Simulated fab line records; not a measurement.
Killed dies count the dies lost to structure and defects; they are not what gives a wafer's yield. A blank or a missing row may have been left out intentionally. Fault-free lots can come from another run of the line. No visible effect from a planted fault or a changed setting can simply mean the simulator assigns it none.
What tool caused it? + flow gf180mcu + Sampling: 11 lots, 33 wafers, 2 of 602 route steps

WHAT THE GAUGES SHOWED, per wafer
GF_M2_RS_MEAS_05: the measuring method here is four-point-probe.
| lot  | measured     | on            | M2_ALCU_RS (ohm/sq)  |
|------|--------------|---------------|----------------------|
| L517 | day 18 06:21 | film_metro-02 | 0.0706 0.0703 0.0703 |
| L518 | day 18 05:31 | film_metro-01 | 0.0692 0.0700 0.0689 |
| L519 | day 18 18:08 | film_metro-01 | 0.0700 0.0697 0.0699 |
| L520 | day 19 00:02 | film_metro-02 | 0.0705 0.0690 0.0704 |
| L523 | day 20 06:05 | film_metro-02 | 0.0699 0.0700 0.0693 |
| L527 | day 22 15:50 | film_metro-04 | 0.0714 0.0705 0.0697 |
| L528 | day 22 12:11 | film_metro-01 | 0.0690 0.0690 0.0689 |
| L529 | day 22 19:31 | film_metro-01 | 0.0683 0.0679 0.0689 |
| L530 | day 23 05:13 | film_metro-01 | 0.0696 0.0690 0.0692 |
| L532 | day 23 13:28 | film_metro-01 | 0.0696 0.0694 0.0702 |
| L533 | day 23 18:22 | film_metro-01 | 0.0715 0.0699 0.0716 |

EACH LOT AND THE TOOL THAT RAN IT (in order: tool; ch and the chambers of the sampled wafers; start)
| lot  | GF_STI_ETCH_13                    |
|------|-----------------------------------|
| L517 | rie_diel-03 ch 0,1, day 2 06:01   |
| L518 | rie_diel-02 ch 0,2,3, day 2 06:17 |
| L519 | rie_diel-04 ch 0,1,2, day 2 13:36 |
| L520 | rie_diel-02 ch 1,3, day 2 16:32   |
| L523 | rie_diel-02 ch 1,2, day 3 08:02   |
| L527 | rie_diel-03 ch 0,2,3, day 4 10:39 |
| L528 | rie_diel-02 ch 0,1, day 4 10:50   |
| L529 | rie_diel-02 ch 1,2,3, day 4 18:52 |
| L530 | rie_diel-03 ch 0,2,3, day 4 23:27 |
| L532 | rie_diel-02 ch 0,1,2, day 5 06:56 |
| L533 | rie_diel-04 ch 0,3, day 5 11:35   |
- GF_STI_ETCH_13: etches the open film in CHF3/O2, stops on Si, target depth 282.31 nm, time 112.9 s.

WHAT THE TOOLS THEMSELVES READ (means of the sampled wafers that have a number; where no wafer has one, the mark that the record gives instead)
GF_STI_ETCH_13.
| lot  | tool        | drypump_motor_current_A (A) | oes_product_au (a.u.) | throttle_valve_pct (%) |
|------|-------------|-----------------------------|-----------------------|------------------------|
| L517 | rie_diel-03 | 5.5                         | 0.828                 | 8.812                  |
| L518 | rie_diel-02 | 6.1                         | 0.824                 | 8.809                  |
| L519 | rie_diel-04 | 6.2                         | 0.833                 | 8.808                  |
| L520 | rie_diel-02 | 5.8                         | 0.838                 | 8.810                  |
| L523 | rie_diel-02 | 5.7                         | 0.844                 | 8.825                  |
| L527 | rie_diel-03 | 5.5                         | 0.834                 | 8.814                  |
| L528 | rie_diel-02 | 5.6                         | 0.838                 | 8.820                  |
| L529 | rie_diel-02 | 6.0                         | 0.835                 | 8.815                  |
| L530 | rie_diel-03 | 5.6                         | 0.822                 | 8.803                  |
| L532 | rie_diel-02 | 5.8                         | 0.839                 | 8.801                  |
| L533 | rie_diel-04 | 6.3                         | 0.833                 | 8.822                  |

THE ANSWER, worked out from the rows above alone
Rule: usual is defined by the lots themselves. The widest of any qualifying gaps counts: lots, ordered by their means at a reading, are off when they make up no more than a third of the lots, leave a main group of 4 or more, and stand apart from it by 3 or more times the standard deviation of that group's means. Not used: any main group whose means are identical at the precision the tables above print for the reading. A lot without any number at a reading at which 4 lots or more have one is off too. The other lots that the step has rows for count as sound. First the gauges in route order, then the tools' own readings, where a lot's mean is used as printed above. At the first step where some lot is off, the reading lying furthest off is the one used; lots without a number count as furthest.
None of the lots is off at any reading shown; this tells nothing.

WHAT THE SIMULATOR PUT IN
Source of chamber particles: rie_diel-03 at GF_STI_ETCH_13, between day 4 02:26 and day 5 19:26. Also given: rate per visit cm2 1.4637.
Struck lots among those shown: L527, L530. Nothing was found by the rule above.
